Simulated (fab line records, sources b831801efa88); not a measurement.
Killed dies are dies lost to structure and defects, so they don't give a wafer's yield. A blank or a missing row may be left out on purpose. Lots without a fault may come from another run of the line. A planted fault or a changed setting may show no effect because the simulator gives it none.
Which tool did it? | flow sky130 | 11 lots, 33 wafers sampled, at 3 steps of a route of 708

WHAT THE GAUGES READ, wafer by wafer
SKY_METAL1_RS_MEAS_05: measures by four-point-probe. Usual: METAL1_ALCU_RS 0.1264 ohm/sq, standard deviation 0.0016.
lot  | measured     | on            | METAL1_ALCU_RS (ohm/sq) | flag
L143 | day 31 14:31 | film_metro-03 | 0.1246 0.1247 0.1259    |
L144 | day 31 19:04 | film_metro-02 | 0.1243 0.1246 0.1253    |
L146 | day 32 22:51 | film_metro-02 | 0.1275 0.1259 0.1278    |
L153 | day 35 01:28 | film_metro-02 | 0.1267 0.1273 0.1291    |
L154 | day 35 13:47 | film_metro-02 | 0.1294 0.1282 0.1278    |
L157 | day 36 01:47 | film_metro-03 | 0.1280 0.1275 0.1277    |
L160 | day 37 05:47 | film_metro-02 | 0.1272 0.1279 0.1270    |
L162 | day 37 19:01 | film_metro-03 | 0.1264 0.1271 0.1276    |
L164 | day 38 06:23 | film_metro-02 | 0.1278 0.1278 0.1274    |
L165 | day 38 15:11 | film_metro-03 | 0.1251 0.1255 0.1261    |
L166 | day 38 20:03 | film_metro-03 | 0.1226 0.1248 0.1245    |

SKY_METAL1_OVL_MEAS_16. Usual: METAL1_OVL -3 nm, standard deviation 5.8.
lot  | measured     | on         | METAL1_OVL (nm) | flag
L143 | day 32 18:14 | overlay-02 | -11 -6 -13      |
L144 | day 32 22:42 | overlay-02 | 0 3 1           |
L146 | day 34 01:31 | overlay-02 | -11 -6 -6       |
L153 | day 36 03:54 | overlay-02 | -1 -1 -3        |
L154 | day 36 16:42 | overlay-02 | 0 -3 2          |
L157 | day 37 05:13 | overlay-02 | -10 -18 -6      |
L160 | day 38 07:45 | overlay-02 | -3 -1 1         |
L162 | day 38 20:47 | overlay-02 | 1 -3 2          |
L164 | day 39 06:58 | overlay-02 | -8 -12 -12      |
L165 | day 39 14:40 | overlay-01 | 2 4 1           |
L166 | day 39 20:26 | overlay-01 | -5 -8 -10       |

WHICH TOOL RAN EACH LOT (tool, then ch and the chambers of the sampled wafers, then the start)
lot  | SKY_METAL1_SPUTTER_00
L143 | pvd_sputter-02, day 31 14:23
L144 | pvd_sputter-02, day 31 18:54
L146 | pvd_sputter-02, day 32 22:41
L153 | pvd_sputter-04, day 35 01:19
L154 | pvd_sputter-01, day 35 13:36
L157 | pvd_sputter-01, day 36 01:37
L160 | pvd_sputter-04, day 37 05:36
L162 | pvd_sputter-01, day 37 18:51
L164 | pvd_sputter-04, day 38 06:12
L165 | pvd_sputter-02, day 38 15:02
L166 | pvd_sputter-02, day 38 19:55
- SKY_METAL1_SPUTTER_00: material Ti, target thk 15 nm, time 10 s.

WHAT THE TOOLS THEMSELVES READ (means of the sampled wafers that have a number; where no wafer has one, the mark that the record gives instead)
SKY_METAL1_SPUTTER_00. Usual: throttle_valve_pct 30.2 %, standard deviation 1.1.
lot  | tool           | throttle_valve_pct (%) | flag
L143 | pvd_sputter-02 | 30.3                   |
L144 | pvd_sputter-02 | 29.9                   |
L146 | pvd_sputter-02 | 29.8                   |
L153 | pvd_sputter-04 | 30.6                   |
L154 | pvd_sputter-01 | 30.8                   |
L157 | pvd_sputter-01 | 30.5                   |
L160 | pvd_sputter-04 | 29.6                   |
L162 | pvd_sputter-01 | 30.8                   |
L164 | pvd_sputter-04 | 29.8                   |
L165 | pvd_sputter-02 | 29.2                   |
L166 | pvd_sputter-02 | 29.8                   |

THE ANSWER, worked out from the rows above alone
Rule: a lot is off if the mean of its wafers that have a number lies more than 3 standard deviations from the usual mean. A lot without any number at a reading at which 4 lots or more have one is off too. The other lots that the step has rows for count as sound. The gauges are gone through in route order, then the tools' own readings, and for those a lot's mean is taken as printed above. The first step at which some lot is off is used, and at that step the reading that is off furthest; a lot without a number counts as furthest.
No lot is off at any reading shown: from this, nothing can be told.

WHAT THE SIMULATOR HAD PUT IN
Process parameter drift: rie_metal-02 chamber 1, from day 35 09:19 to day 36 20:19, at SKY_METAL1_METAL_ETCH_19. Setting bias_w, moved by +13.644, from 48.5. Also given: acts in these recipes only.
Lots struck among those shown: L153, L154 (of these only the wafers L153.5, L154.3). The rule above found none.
